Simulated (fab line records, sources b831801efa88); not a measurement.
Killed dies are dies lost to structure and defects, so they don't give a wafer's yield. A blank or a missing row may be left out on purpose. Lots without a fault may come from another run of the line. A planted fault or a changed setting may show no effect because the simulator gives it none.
fab line records | flow sky130
record lots=5 wafers=15 last_day=47
route steps=708 shown METAL3@534 CAPM@537
lots that met no fault: from a run of the same line without faults
start_h: hours from the record's first day to the start of the lot's first wafer shown | wait_h: hours since the lot's step before | " the same as in the row above | L1.1+2: a row that stands for several wafers | - no value, or no start given | * or withheld: withheld | < > ~ a bound
route shown NAME@n: a module of which the file shows steps, and the number in the route of the first | usual: mean/standard deviation of fault-free wafers | same: alike in all rows | chamber/n: place in a boat | sites: the reading at each site | _std_site: their standard deviation | _edge_site: outer sites' mean less inner sites' | radius_mm: how far each site lies from the wafer's centre | mask NAME#n: copy n | behind: the tool/chamber that last shaped the wafer | hold: why the lot was held/for how many hours/how that ended | device: the transistor (n, p or np) that didn't switch | end of line: the same wafers' tests at the end of the route | a step without rows: its recipe alone | killed: dies lost to structure and defects at the first sort, not the wafer's yield | map: a wafer's dies, x killed, . not, _ none there
set.NAME: the setting as run; set.NAME@STEP: as run at that earlier step | model.NAME: the simulator's own value behind a step, which no gauge read
lots at some steps of the route; a table a step, a row a wafer
services: from which hour (start_h, from the record's first day; less than 0 if before it) a tool's chamber was out of use, for how many hours, and why
## steps
# step SKY_METAL3_SPUTTER_02
# recipe material=AlCu target_thk_nm=735 power_w=10600 time_s=40.78 chamber_pressure_pa=0.4
# usual throttle_valve_pct=29.9/1.1
# columns lot.wafer tool chamber start_h wait_h throttle_valve_pct
L075.1 pvd_sputter-04 - 860.23 0.0 30.9
L075.4 " - " " 30.5
L075.5 " - " " 30.1
L079.1 pvd_sputter-03 - 888.29 0.0 30.1
L079.3 " - " " 30.2
L079.6 " - " " 30.1
L080.1 pvd_sputter-03 - 895.58 0.0 30.0
L080.2 " - " " 31.0
L080.6 " - " " 30.8
L081.1 pvd_sputter-01 - 907.52 0.0 30.8
L081.2 " - " " 29.2
L081.6 " - " " 29.4
L084.1 pvd_sputter-01 - 922.27 0.0 29.5
L084.2 " - " " 29.3
L084.4 " - " " 27.4
# step SKY_METAL3_SPUTTER_03
# recipe material=Ti target_thk_nm=5 power_w=3000 time_s=3.3 chamber_pressure_pa=0.4
# usual throttle_valve_pct=29.9/1.1
# columns lot.wafer tool chamber start_h wait_h throttle_valve_pct
L075.1 pvd_sputter-04 - 860.27 0.0 30.8
L075.4 " - " " 30.4
L075.5 " - " " 30.1
L079.1 pvd_sputter-03 - 888.32 0.0 30.1
L079.3 " - " " 30.3
L079.6 " - " " 30.3
L080.1 pvd_sputter-03 - 895.62 0.0 30.1
L080.2 " - " " 30.8
L080.6 " - " " 30.8
L081.1 pvd_sputter-01 - 907.55 0.0 30.8
L081.2 " - " " 29.1
L081.6 " - " " 29.2
L084.1 pvd_sputter-01 - 922.31 0.0 29.5
L084.2 " - " " 29.2
L084.4 " - " " 27.2
# step SKY_METAL3_SPUTTER_04
# recipe material=TiN target_thk_nm=70 power_w=6500 time_s=58.3 chamber_pressure_pa=0.4
# usual throttle_valve_pct=29.9/1.1
# columns lot.wafer tool chamber start_h wait_h throttle_valve_pct
L075.1 pvd_sputter-04 - 860.29 0.0 30.5
L075.4 " - " " 30.2
L075.5 " - " " 30.0
L079.1 pvd_sputter-03 - 888.34 0.0 29.8
L079.3 " - " " 30.1
L079.6 " - " " 29.9
L080.1 pvd_sputter-03 - 895.64 0.0 30.1
L080.2 " - " " 31.0
L080.6 " - " " 30.8
L081.1 pvd_sputter-01 - 907.57 0.0 30.8
L081.2 " - " " 29.2
L081.6 " - " " 29.4
L084.1 pvd_sputter-01 - 922.33 0.0 29.5
L084.2 " - " " 29.2
L084.4 " - " " 27.1
# step SKY_CAPM_CVD_00
# recipe material=SiO2 target_thk_nm=15.5 temp_c=400 time_s=withheld rf_w=450
# usual heater_power_w=718/91
# columns lot.wafer tool chamber start_h wait_h heater_power_w
L075.1 pecvd-02 2 860.34 0.0 793
L075.4 " 2 " " 802
L075.5 " 1 " " 790
L079.1 pecvd-02 1 888.39 0.0 800
L079.3 " 2 " " 743
L079.6 " 1 " " 806
L080.1 pecvd-04 2 895.69 0.0 788
L080.2 " 1 " " 610
L080.6 " 2 " " 799
L081.1 pecvd-04 1 907.62 0.0 650
L081.2 " 0 " " 668
L081.6 " 0 " " 685
L084.1 pecvd-04 2 922.38 0.0 820
L084.2 " 1 " " 653
L084.4 " 1 " " 659
# step SKY_CAPM_THK_MEAS_01
# recipe reads=SiO2_of_CAPM_CVD_00
# usual CAPM_CVD_00_THK=15.59/0.25
# columns lot.wafer tool chamber start_h wait_h CAPM_CVD_00_THK[nm]
L075.1 film_metro-03 - 860.36 - 15.02
L075.4 " - " " 15.31
L075.5 " - " " 16.08
L079.1 film_metro-03 - 888.41 - 15.62
L079.3 " - " " 15.65
L079.6 " - " " 15.63
L080.1 film_metro-03 - 895.71 - 15.90
L080.2 " - " " 15.65
L080.6 " - " " 16.09
L081.1 film_metro-01 - 907.64 - 15.48
L081.2 " - " " 15.46
L081.6 " - " " 15.69
L084.1 film_metro-03 - 922.40 - 15.69
L084.2 " - " " 15.31
L084.4 " - " " 15.61
# step SKY_CAPM_SPUTTER_02
# recipe material=TiN target_thk_nm=200 temp_c=300 power_w=6500 time_s=166.7 chamber_pressure_pa=0.4
# usual throttle_valve_pct=30.3/0.79
# columns lot.wafer tool chamber start_h wait_h throttle_valve_pct
L075.1 pvd_sputter-03 - 860.42 0.1 30.0
L075.4 " - " " 30.9
L075.5 " - " " 31.1
L079.1 pvd_sputter-04 - 888.47 0.1 30.6
L079.3 " - " " 30.5
L079.6 " - " " 30.6
L080.1 pvd_sputter-04 - 895.77 0.1 30.1
L080.2 " - " " 30.3
L080.6 " - " " 30.2
L081.1 pvd_sputter-02 - 907.70 0.1 30.7
L081.2 " - " " 29.8
L081.6 " - " " 29.5
L084.1 pvd_sputter-04 - 922.46 0.1 30.0
L084.2 " - " " 30.9
L084.4 " - " " 30.4
# step SKY_CAPM_RS_MEAS_03
# recipe thk_meas_gauge=four-point-probe reads=TiN_of_CAPM_SPUTTER_02
# usual CAPM_TIN_RS=6.87/0.074
# columns lot.wafer tool chamber start_h wait_h CAPM_TIN_RS[ohm/sq]
L075.1 film_metro-02 - 860.53 0.1 6.76
L075.4 " - " " 6.82
L075.5 " - " " 6.80
L079.1 film_metro-02 - 888.58 0.1 6.82
L079.3 " - " " 6.84
L079.6 " - " " 6.75
L080.1 film_metro-01 - 895.88 0.1 6.92
L080.2 " - " " 6.91
L080.6 " - " " 6.86
L081.1 film_metro-02 - 907.81 0.1 6.98
L081.2 " - " " 6.92
L081.6 " - " " 6.94
L084.1 film_metro-02 - 922.57 0.1 6.85
L084.2 " - " " 6.76
L084.4 " - " " 6.88
# step SKY_CAPM_THK_MEAS_04
# recipe thk_meas_gauge=xrf reads=TiN_of_CAPM_SPUTTER_02
# usual CAPM_TIN_THK=201.2/2.3
# columns lot.wafer tool chamber start_h wait_h CAPM_TIN_THK[nm]
L075.1 film_metro-02 - 860.65 0.1 204.8
L075.4 " - " " 202.9
L075.5 " - " " 203.5
L079.1 film_metro-02 - 888.70 0.1 202.2
L079.3 " - " " 201.8
L079.6 " - " " 204.0
L080.1 film_metro-01 - 896.00 0.1 199.3
L080.2 " - " " 199.3
L080.6 " - " " 200.1
L081.1 film_metro-02 - 907.93 0.1 197.8
L081.2 " - " " 198.3
L081.6 " - " " 197.6
L084.1 film_metro-02 - 922.69 0.1 202.5
L084.2 " - " " 204.1
L084.4 " - " " 200.5
# step SKY_CAPM_DEHYDRATE_05
# recipe temp_c=200 time_s=60
# columns lot.wafer tool chamber start_h wait_h
L075.1+4+5 litho_track-03 0 871.58 10.9
L079.1+3+6 litho_track-03 0 900.83 12.1
L080.1+2+6 litho_track-02 0 907.89 11.9
L081.1+2+6 litho_track-03 0 919.33 11.4
L084.1+2+4 litho_track-02 0 934.49 11.8
# step SKY_CAPM_HMDS_06
# recipe prime_time_s=60 prime_temp_c=120
# columns lot.wafer tool chamber start_h wait_h
L075.1+4+5 litho_track-03 0 871.73 0.1
L079.1+3+6 litho_track-03 0 900.98 0.1
L080.1+2+6 litho_track-02 0 908.04 0.1
L081.1+2+6 litho_track-03 0 919.48 0.1
L084.1+2+4 litho_track-02 0 934.64 0.1
# step SKY_CAPM_COAT_07
# recipe resist=NOVOLAK spin_rpm=3000 resist_thk_nm=1140
# usual dispense_pressure_kPa=49/4.2
# columns lot.wafer tool chamber start_h wait_h dispense_pressure_kPa
L075.1 litho_track-03 0 871.88 0.1 45
L075.4 " 0 " " 45
L075.5 " 0 " " 45
L079.1 litho_track-03 0 901.13 0.1 45
L079.3 " 0 " " 45
L079.6 " 0 " " 45
L080.1 litho_track-02 0 908.19 0.1 48
L080.2 " 0 " " 48
L080.6 " 0 " " 48
L081.1 litho_track-03 0 919.63 0.1 45
L081.2 " 0 " " 45
L081.6 " 0 " " 45
L084.1 litho_track-02 0 934.79 0.1 48
L084.2 " 0 " " 48
L084.4 " 0 " " 48
# step SKY_CAPM_SOFTBAKE_08
# recipe temp_c=90 time_s=60 resist=NOVOLAK
# columns lot.wafer tool chamber start_h wait_h
L075.1+4+5 litho_track-03 0 872.03 0.1
L079.1+3+6 litho_track-03 0 901.28 0.1
L080.1+2+6 litho_track-02 0 908.34 0.1
L081.1+2+6 litho_track-03 0 919.78 0.1
L084.1+2+4 litho_track-02 0 934.94 0.1
# step SKY_CAPM_EXPOSE_09
# recipe mask_id=CAPM na=0.6 source_shape=conventional sigma_outer=0.6 polarization=unpolarized target_cd_nm=1000 dose_mj=159
# usual exposure_dose_mJ_cm2=159.04/0.17 reticle_temp_C=22.97/0.1
# columns lot.wafer tool chamber start_h wait_h mask exposure_dose_mJ_cm2 reticle_temp_C
L075.1 iline_stepper-02 0 - - CAPM#0 159.05 22.91
L075.4 " 0 " " CAPM#0 159.13 22.88
L075.5 " 0 " " CAPM#0 159.05 23.04
L079.1 iline_stepper-01 0 - - CAPM#0 159.56 22.93
L079.3 " 0 " " CAPM#0 159.14 23.04
L079.6 " 0 " " CAPM#0 159.21 22.93
L080.1 iline_stepper-01 0 - - CAPM#0 159.08 22.82
L080.2 " 0 " " CAPM#0 159.01 23.05
L080.6 " 0 " " CAPM#0 158.90 22.88
L081.1 iline_stepper-02 0 - - CAPM#0 159.17 22.90
L081.2 " 0 " " CAPM#0 159.28 22.99
L081.6 " 0 " " CAPM#0 158.96 23.20
L084.1 iline_stepper-02 0 - - CAPM#0 159.17 23.02
L084.2 " 0 " " CAPM#0 159.06 22.88
L084.4 " 0 " " CAPM#0 158.78 22.91
# step SKY_CAPM_PEB_10
# recipe temp_c=withheld time_s=* resist=NOVOLAK
# columns lot.wafer tool chamber start_h wait_h
L075.1+4+5 litho_track-03 0 - -
L079.1+3+6 litho_track-01 0 - -
L080.1+2+6 litho_track-01 0 - -
L081.1+2+6 litho_track-02 0 - -
L084.1+2+4 litho_track-01 0 - -
# step SKY_CAPM_DEVELOP_11
# recipe resist=NOVOLAK developer=TMAH develop_time_s=60 dev_temp_c=23
# columns lot.wafer tool chamber start_h wait_h
L075.1+4+5 litho_track-03 0 885.28 0.1
L079.1+3+6 litho_track-01 0 914.24 0.1
L080.1+2+6 litho_track-01 0 920.24 0.1
L081.1+2+6 litho_track-02 0 932.24 0.1
L084.1+2+4 litho_track-01 0 946.54 0.1
# step SKY_CAPM_OVL_MEAS_12
# usual CAPM_OVL=-0.8/1.6
# columns lot.wafer tool chamber start_h wait_h CAPM_OVL[nm]
L075.1 overlay-02 - 885.43 0.1 -0.1
L075.4 " - " " 1.0
L075.5 " - " " 0.2
L079.1 overlay-02 - 914.39 0.1 -3.0
L079.3 " - " " -3.3
L079.6 " - " " -2.2
L080.1 overlay-02 - 920.39 0.1 -2.9
L080.2 " - " " -2.7
L080.6 " - " " -1.6
L081.1 overlay-01 - 932.39 0.1 -1.2
L081.2 " - " " 1.4
L081.6 " - " " -0.4
L084.1 overlay-02 - 946.69 0.1 0.5
L084.2 " - " " 0.9
L084.4 " - " " 0.8
# step SKY_CAPM_METAL_ETCH_13
# recipe target_depth_nm=220 stop_on=SiO2 chemistry=Cl2/BCl3 target=TiN pressure_mtorr=10 icp_w=900 bias_w=48.5 Cl2_flow_sccm=60 bcl3_flow_sccm=30 time_s=62.9
# usual chamber_pressure_mTorr=10.000/0.0091 drypump_motor_current_A=5.65/0.22 he_backside_leak_sccm=3.33/0.19 oes_product_au=0.944/0.0071 throttle_valve_pct=21.899/0.011
# columns lot.wafer tool chamber start_h wait_h chamber_pressure_mTorr drypump_motor_current_A he_backside_leak_sccm oes_product_au rf_hours_counter_h throttle_valve_pct
L075.1 rie_metal-01 1 885.47 0.0 10.010 5.37 3.27 0.956 16 21.902
L075.4 " 1 " " 9.991 5.37 3.28 0.941 - 21.887
L075.5 " 1 " " 10.023 5.36 3.36 0.949 - 21.892
L079.1 rie_metal-01 1 914.42 0.0 9.985 5.37 3.33 0.947 18 21.905
L079.3 " 1 " " 9.999 5.37 3.34 0.947 - 21.898
L079.6 " 1 " " 9.982 5.36 3.33 0.959 - 21.908
L080.1 rie_metal-04 0 920.42 0.0 10.020 5.55 3.14 0.947 18 21.926
L080.2 " 0 " " 9.993 5.53 3.16 0.940 - 21.894
L080.6 " 0 " " 10.025 5.52 3.12 0.933 - 21.897
L081.1 rie_metal-04 0 932.43 0.0 10.003 5.56 3.29 0.931 19 21.914
L081.2 " 0 " " 9.980 5.52 3.47 0.940 - 21.919
L081.6 " 0 " " 10.004 5.55 3.32 0.938 - 21.898
L084.1 rie_metal-02 0 946.72 0.0 9.993 5.51 3.43 0.951 16 21.894
L084.2 " 1 " " 10.001 5.63 2.98 0.945 5 21.886
L084.4 " 0 " " 10.002 5.50 3.34 0.947 - 21.901
# step SKY_CAPM_STRIP_14
# recipe chemistry=O2/N2 power_w=1400 pressure_mtorr=1500 platen_temp_c=withheld o2_flow_sccm=3000 n2_flow_sccm=300 overash_fraction=0.5
# usual chamber_pressure_mTorr=1500.0/1.4 drypump_motor_current_A=5.8/0.36 o2_flow_sccm=3000/8.5 oes_product_au=0.711/0.0046 strip_time_to_endpoint_s=12.67/0.04
# columns lot.wafer tool chamber start_h wait_h chamber_pressure_mTorr drypump_motor_current_A o2_flow_sccm oes_product_au rf_hours_counter_h strip_time_to_endpoint_s
L075.1 plasma_asher-01 0 885.62 0.1 1501.4 6.0 2996 0.717 101 12.66
L075.4 " 1 " " 1501.6 5.6 2993 0.714 - 12.65
L075.5 " 0 " " 1499.8 6.0 3004 0.713 - 12.58
L079.1 plasma_asher-01 0 914.50 0.1 1498.2 6.0 2987 0.706 104 12.69
L079.3 " 0 " " 1502.9 6.0 2978 0.724 - 12.64
L079.6 " 1 " " 1501.0 5.6 2996 0.708 - 12.66
L080.1 plasma_asher-01 1 920.58 0.1 1502.4 5.6 2996 0.710 105 12.70
L080.2 " 0 " " 1502.3 6.0 3014 0.711 105 12.64
L080.6 " 1 " " 1498.9 5.6 2998 0.714 - 12.64
L081.1 plasma_asher-01 0 932.58 0.1 1500.8 6.0 3007 0.715 106 12.68
L081.2 " 1 " " 1499.5 5.6 3004 0.710 106 12.68
L081.6 " 1 " " 1501.4 5.6 2992 0.709 - 12.63
L084.1 plasma_asher-01 1 946.80 0.1 1500.4 5.6 3009 0.709 108 12.67
L084.2 " 0 " " 1498.0 6.0 2993 0.715 108 12.64
L084.4 " 1 " " 1499.6 5.6 3004 0.703 - 12.69
# step SKY_CAPM_STRIP_15
# recipe chemistry=post_etch_residue_remover time_s=1200 temp_c=72.5
# columns lot.wafer tool chamber start_h wait_h
L075.1+4+5 wet_bench-04 0 885.72 0.1
L079.1+3+6 wet_bench-04 1 914.60 0.1
L080.1+2+6 wet_bench-02 1 920.68 0.1
L081.1+2+6 wet_bench-04 1 932.68 0.1
L084.1+2+4 wet_bench-03 3 946.90 0.1
# step SKY_CAPM_CLEAN_16
# recipe chemistry=IPA time_s=180 temp_c=25
# columns lot.wafer tool chamber start_h wait_h
L075.1+4+5 wet_bench-02 1 886.06 0.0
L079.1+3+6 wet_bench-03 1 915.04 0.0
L080.1+2+6 wet_bench-03 2 921.02 0.0
L081.1+2+6 wet_bench-02 1 933.03 0.0
L084.1+2+4 wet_bench-04 0 947.27 0.0
# step SKY_CAPM_CLEAN_17
# recipe chemistry=O3/DIW dry=n2_spin
# columns lot.wafer tool chamber start_h wait_h
L075.1+4+5 wet_bench-04 2 886.18 0.0
L079.1+3+6 wet_bench-02 2 915.10 0.0
L080.1+2+6 wet_bench-04 0 921.08 0.0
L081.1+2+6 wet_bench-03 3 933.08 0.0
L084.1+2+4 wet_bench-03 3 947.34 0.0
# step SKY_METAL3_DEHYDRATE_05
# recipe temp_c=200 time_s=60
# columns lot.wafer tool chamber start_h wait_h
L075.1+4+5 litho_track-01 0 897.59 11.3
L079.1+3+6 litho_track-02 0 926.74 11.5
L080.1+2+6 litho_track-01 0 933.19 12.0
L081.1+2+6 litho_track-01 0 944.64 11.5
L084.1+2+4 litho_track-04 0 959.24 11.8
# step SKY_METAL3_HMDS_06
# recipe prime_time_s=60 prime_temp_c=120
# columns lot.wafer tool chamber start_h wait_h
L075.1+4+5 litho_track-01 0 897.74 0.1
L079.1+3+6 litho_track-02 0 926.89 0.1
L080.1+2+6 litho_track-01 0 933.34 0.1
L081.1+2+6 litho_track-01 0 944.79 0.1
L084.1+2+4 litho_track-04 0 959.39 0.1
# step SKY_METAL3_COAT_07
# recipe resist=BARC temp_c=withheld time_s=withheld spin_rpm=3000 resist_thk_nm=60
# usual dispense_pressure_kPa=51.2/2.8
# columns lot.wafer tool chamber start_h wait_h dispense_pressure_kPa
L075.1 litho_track-01 0 897.89 0.1 55.2
L075.4 " 0 " " 55.3
L075.5 " 0 " " 55.3
L079.1 litho_track-02 0 927.04 0.1 48.5
L079.3 " 0 " " 48.5
L079.6 " 0 " " 48.4
L080.1 litho_track-01 0 933.49 0.1 55.3
L080.2 " 0 " " 55.3
L080.6 " 0 " " 55.3
L081.1 litho_track-01 0 944.94 0.1 55.3
L081.2 " 0 " " 55.3
L081.6 " 0 " " 55.3
L084.1 litho_track-04 0 959.54 0.1 50.8
L084.2 " 0 " " 50.8
L084.4 " 0 " " 50.9
# step SKY_METAL3_COAT_08
# recipe resist=KrF-thick spin_rpm=3000 resist_thk_nm=1140
# usual dispense_pressure_kPa=51.2/2.8
# columns lot.wafer tool chamber start_h wait_h dispense_pressure_kPa
L075.1 litho_track-01 0 - - 55.2
L075.4 " 0 " " 55.2
L075.5 " 0 " " 55.2
L079.1 litho_track-02 0 - - 48.3
L079.3 " 0 " " 48.4
L079.6 " 0 " " 48.4
L080.1 litho_track-01 0 - - 55.2
L080.2 " 0 " " 55.2
L080.6 " 0 " " 55.2
L081.1 litho_track-01 0 - - 55.2
L081.2 " 0 " " 55.2
L081.6 " 0 " " 55.2
L084.1 litho_track-04 0 - - 50.7
L084.2 " 0 " " 50.8
L084.4 " 0 " " 50.8
# step SKY_METAL3_SOFTBAKE_09
# recipe temp_c=100 time_s=90 resist=KrF-thick
# columns lot.wafer tool chamber start_h wait_h
L075.1+4+5 litho_track-01 0 - -
L079.1+3+6 litho_track-02 0 - -
L080.1+2+6 litho_track-01 0 - -
L081.1+2+6 litho_track-01 0 - -
L084.1+2+4 litho_track-04 0 - -
# step SKY_METAL3_EXPOSE_10
# recipe mask_id=MM3 na=0.68 source_shape=annular sigma_inner=0.4 sigma_outer=0.8 target_cd_nm=300 dose_mj=28
# usual exposure_dose_mJ_cm2=27.958/0.029 reticle_temp_C=23.02/0.097
# columns lot.wafer tool chamber start_h wait_h mask exposure_dose_mJ_cm2 reticle_temp_C
L075.1 krf_scanner-02 0 - - MM3#0 27.928 23.09
L075.4 " 0 " " MM3#0 27.960 23.02
L075.5 " 0 " " MM3#0 27.892 23.16
L079.1 krf_scanner-01 0 - - MM3#0 27.998 23.10
L079.3 " 0 " " MM3#0 27.966 22.92
L079.6 " 0 " " MM3#0 28.032 22.96
L080.1 krf_scanner-02 0 - - MM3#0 27.990 22.94
L080.2 " 0 " " MM3#0 27.992 23.05
L080.6 " 0 " " MM3#0 28.026 23.07
L081.1 krf_scanner-01 0 - - MM3#0 27.948 23.08
L081.2 " 0 " " MM3#0 27.988 23.07
L081.6 " 0 " " MM3#0 27.984 23.20
L084.1 krf_scanner-02 0 - - MM3#0 27.927 23.29
L084.2 " 0 " " MM3#0 27.942 23.19
L084.4 " 0 " " MM3#0 27.945 22.97
# step SKY_METAL3_PEB_11
# recipe peb_temp_c=withheld peb_time_s=withheld resist=KrF-thick
# columns lot.wafer tool chamber start_h wait_h
L075.1+4+5 litho_track-02 0 - -
L079.1+3+6 litho_track-02 0 - -
L080.1+2+6 litho_track-02 0 - -
L081.1+2+6 litho_track-01 0 - -
L084.1+2+4 litho_track-02 0 - -
# step SKY_METAL3_DEVELOP_12
# recipe develop_time_s=60 resist=KrF-thick dev_temp_c=21
# columns lot.wafer tool chamber start_h wait_h
L075.1+4+5 litho_track-02 0 - -
L079.1+3+6 litho_track-02 0 - -
L080.1+2+6 litho_track-02 0 - -
L081.1+2+6 litho_track-01 0 - -
L084.1+2+4 litho_track-02 0 - -
# step SKY_METAL3_CD_MEAS_13
# recipe target_cd_nm=300
# usual cd_nm=300.0/1.5
# columns lot.wafer tool chamber start_h wait_h cd_nm
L075.1 cd_sem-02 - 910.61 - 300.2
L075.4 " - " " 301.4
L075.5 " - " " 299.7
L079.1 cd_sem-02 - 939.61 - 299.4
L079.3 " - " " 298.7
L079.6 " - " " 299.4
L080.1 cd_sem-02 - 945.34 - 298.8
L080.2 " - " " 298.9
L080.6 " - " " 299.3
L081.1 cd_sem-01 - 957.79 - 299.3
L081.2 " - " " 298.9
L081.6 " - " " 299.2
L084.1 cd_sem-01 - 971.19 - 302.5
L084.2 " - " " 302.4
L084.4 " - " " 303.3
# step SKY_METAL3_OVL_MEAS_14
# usual METAL3_OVL=3/5.6
# columns lot.wafer tool chamber start_h wait_h METAL3_OVL[nm]
L075.1 overlay-01 - 910.73 0.1 13
L075.4 " - " " 10
L075.5 " - " " 6
L079.1 overlay-01 - 939.73 0.1 7
L079.3 " - " " 3
L079.6 " - " " 1
L080.1 overlay-01 - 945.46 0.1 1
L080.2 " - " " -4
L080.6 " - " " 3
L081.1 overlay-02 - 957.91 0.1 11
L081.2 " - " " 10
L081.6 " - " " 11
L084.1 overlay-01 - 971.32 0.1 2
L084.2 " - " " 5
L084.4 " - " " -2
# step SKY_METAL3_DESCUM_15
# recipe chemistry=O2 source_power_w=150 bias_power_w=0 pressure_mtorr=10 temp_c=40 time_s=8
# usual chamber_pressure_mTorr=9.999/0.0096 drypump_motor_current_A=5.83/0.25 he_backside_leak_sccm=3.28/0.17 oes_product_au=0.997/0.0083
# columns lot.wafer tool chamber start_h wait_h chamber_pressure_mTorr drypump_motor_current_A he_backside_leak_sccm oes_product_au rf_hours_counter_h
L075.1 rie_metal-03 0 910.76 0.0 9.992 6.06 3.36 1.006 17
L075.4 " 1 " " 9.994 6.02 3.23 0.994 -
L075.5 " 0 " " 9.997 6.07 3.20 1.002 -
L079.1 rie_metal-03 0 939.76 0.0 10.013 6.08 3.68 1.001 19
L079.3 " 0 " " 10.001 6.07 3.24 1.005 -
L079.6 " 0 " " 10.004 6.08 3.25 1.008 -
L080.1 rie_metal-01 0 945.50 0.0 10.002 5.97 3.08 1.004 3
L080.2 " 1 " " 9.994 5.38 3.30 1.019 19
L080.6 " 0 " " 10.021 5.98 3.23 1.010 -
L081.1 rie_metal-01 1 957.94 0.0 9.998 5.37 3.59 1.005 20
L081.2 " 0 " " 9.979 5.99 3.27 1.001 4
L081.6 " 1 " " 9.999 5.39 3.45 1.003 -
L084.1 rie_metal-02 1 971.36 0.0 10.014 5.67 3.07 0.996 7
L084.2 " 0 " " 9.986 5.52 3.55 0.983 17
L084.4 " 0 " " 9.988 5.51 3.46 0.987 -
# step SKY_METAL3_ETCH_16
# recipe chemistry=N2/H2 target=BARC ion_energy_ev=200 bias_w=100 pressure_mtorr=30 n2_flow_sccm=100 h2_flow_sccm=200 icp_w=500 stop_on=SiO2 time_s=88.2 target_depth_a=600
# usual chamber_pressure_mTorr=29.999/0.027 drypump_motor_current_A=5.84/0.26 he_backside_leak_sccm=3.28/0.24 oes_product_au=0.625/0.0046 throttle_valve_pct=13.206/0.0086
# columns lot.wafer tool chamber start_h wait_h chamber_pressure_mTorr drypump_motor_current_A he_backside_leak_sccm oes_product_au rf_hours_counter_h throttle_valve_pct
L075.1 rie_metal-03 0 910.79 0.0 29.961 6.05 3.32 0.629 17 13.207
L075.4 " 1 " " 29.970 6.03 3.15 0.634 - 13.210
L075.5 " 0 " " 30.039 6.08 3.25 0.627 - 13.205
L079.1 rie_metal-03 0 939.82 0.1 30.027 6.09 3.43 0.629 19 13.211
L079.3 " 0 " " 29.964 6.07 3.32 0.616 - 13.223
L079.6 " 0 " " 30.015 6.05 3.31 0.616 - 13.200
L080.1 rie_metal-01 0 945.53 0.0 29.982 6.00 3.31 0.624 3 13.200
L080.2 " 1 " " 30.032 5.37 3.37 0.630 19 13.216
L080.6 " 0 " " 30.007 5.97 3.26 0.627 - 13.197
L081.1 rie_metal-01 1 957.97 0.0 29.979 5.38 3.17 0.631 20 13.215
L081.2 " 0 " " 29.970 6.00 3.26 0.622 4 13.202
L081.6 " 1 " " 29.955 5.38 3.42 0.627 - 13.203
L084.1 rie_metal-02 1 971.39 0.0 30.005 5.65 3.07 0.636 7 13.219
L084.2 " 0 " " 30.023 5.53 3.40 0.620 17 13.204
L084.4 " 0 " " 29.985 5.52 3.42 0.624 - 13.212
# step SKY_METAL3_ETCH_17
# recipe target=SiO2 stop_on=TiN chemistry=C4F8/O2/Ar source_w=1500 bias_w=1200 pressure_mtorr=40 c4f8_flow_sccm=withheld O2_flow_sccm=6 Ar_flow_sccm=300 time_s=3.9 target_depth_a=150
# usual chamber_pressure_mTorr=40.00/0.032 oes_product_au=0.756/0.0069
# columns lot.wafer tool chamber start_h wait_h chamber_pressure_mTorr oes_product_au rf_hours_counter_h
L075.1 rie_diel-02 1 910.89 0.1 40.01 0.741 22
L075.4 " 2 " " 40.03 0.743 -
L075.5 " 1 " " 39.99 0.773 -
L079.1 rie_diel-02 1 940.02 0.2 40.00 0.758 23
L079.3 " 3 " " 39.98 0.758 15
L079.6 " 3 " " 40.02 0.759 -
L080.1 rie_diel-03 1 945.63 0.1 39.98 0.763 4
L080.2 " 3 " " 39.95 0.761 17
L080.6 " 1 " " 40.01 0.765 -
L081.1 rie_diel-03 3 958.07 0.1 40.04 0.751 17
L081.2 " 2 " " 39.95 0.756 13
L081.6 " 0 " " 40.04 0.757 -
L084.1 rie_diel-03 2 971.49 0.1 40.01 0.753 13
L084.2 " 0 " " 40.02 0.752 21
L084.4 " 1 " " 40.05 0.758 5
# step SKY_METAL3_METAL_ETCH_18
# recipe target_depth_a=8450 stop_on=SiO2 over_etch_frac=0.3 time_s=183.1 chemistry=Cl2/BCl3 resist_sidewall_deg=88 pressure_mtorr=10 icp_w=900 bias_w=48.5 Cl2_flow_sccm=60 bcl3_flow_sccm=30
# usual chamber_pressure_mTorr=10.000/0.0099 drypump_motor_current_A=5.78/0.27 he_backside_leak_sccm=3.26/0.22 oes_product_au=0.883/0.0065 throttle_valve_pct=22.264/0.0088
# columns lot.wafer tool chamber start_h wait_h chamber_pressure_mTorr drypump_motor_current_A he_backside_leak_sccm oes_product_au rf_hours_counter_h throttle_valve_pct
L075.1 rie_metal-01 1 910.91 0.0 9.998 5.37 3.45 0.889 18 22.270
L075.4 " 0 " " 10.010 5.98 3.19 0.885 - 22.257
L075.5 " 0 " " 9.987 5.96 3.15 0.897 - 22.250
L079.1 rie_metal-02 1 940.04 0.0 9.992 5.65 3.24 0.887 5 22.272
L079.3 " 1 " " 9.999 5.67 3.08 0.885 - 22.267
L079.6 " 0 " " 9.993 5.49 3.46 0.886 - 22.274
L080.1 rie_metal-03 0 945.65 0.0 10.001 6.07 3.12 0.884 19 22.271
L080.2 " 0 " " 10.006 6.06 3.13 0.893 - 22.266
L080.6 " 0 " " 9.979 6.07 3.31 0.886 - 22.246
L081.1 rie_metal-02 0 958.09 0.0 10.007 5.49 3.42 0.886 16 22.271
L081.2 " 1 " " 9.988 5.68 2.95 0.889 6 22.272
L081.6 " 1 " " 9.997 5.65 3.05 0.896 - 22.280
L084.1 rie_metal-01 0 971.51 0.0 9.996 5.97 3.06 0.880 4 22.269
L084.2 " 1 " " 9.983 5.37 3.37 0.883 20 22.263
L084.4 " 1 " " 9.990 5.37 3.20 0.878 - 22.257
## services
# columns tool chamber start_h hours kind
pvd_sputter-01 - 851.15 2.5 repair
krf_scanner-02 - 852.24 1.0 pm
rie_metal-01 0 863.65 46.6 repair
wet_bench-04 - 867.50 1.9 pm
krf_scanner-02 - 870.96 1.3 pm
rie_metal-02 - 877.33 28.1 pm
krf_scanner-02 - 880.93 5.0 repair
rie_metal-01 1 887.43 10.9 repair
rie_metal-02 - 905.43 2.8 pm
krf_scanner-02 - 908.38 0.8 pm
rie_diel-03 - 913.74 2.8 pm
iline_stepper-02 - 914.55 1.7 pm
rie_metal-02 0 918.22 1.0 repair
rie_metal-02 1 920.77 2.5 repair
krf_scanner-02 - 921.18 1.3 repair
wet_bench-02 - 922.19 3.4 repair
krf_scanner-02 - 924.97 3.6 repair
krf_scanner-02 - 928.55 0.8 pm
rie_diel-03 2 935.19 2.5 repair
rie_metal-03 1 936.64 28.2 repair
krf_scanner-02 - 941.69 3.7 repair
wet_bench-02 - 958.03 1.9 pm
iline_stepper-02 - 963.01 4.4 pm
pecvd-04 2 963.31 7.5 repair
## key
fault none
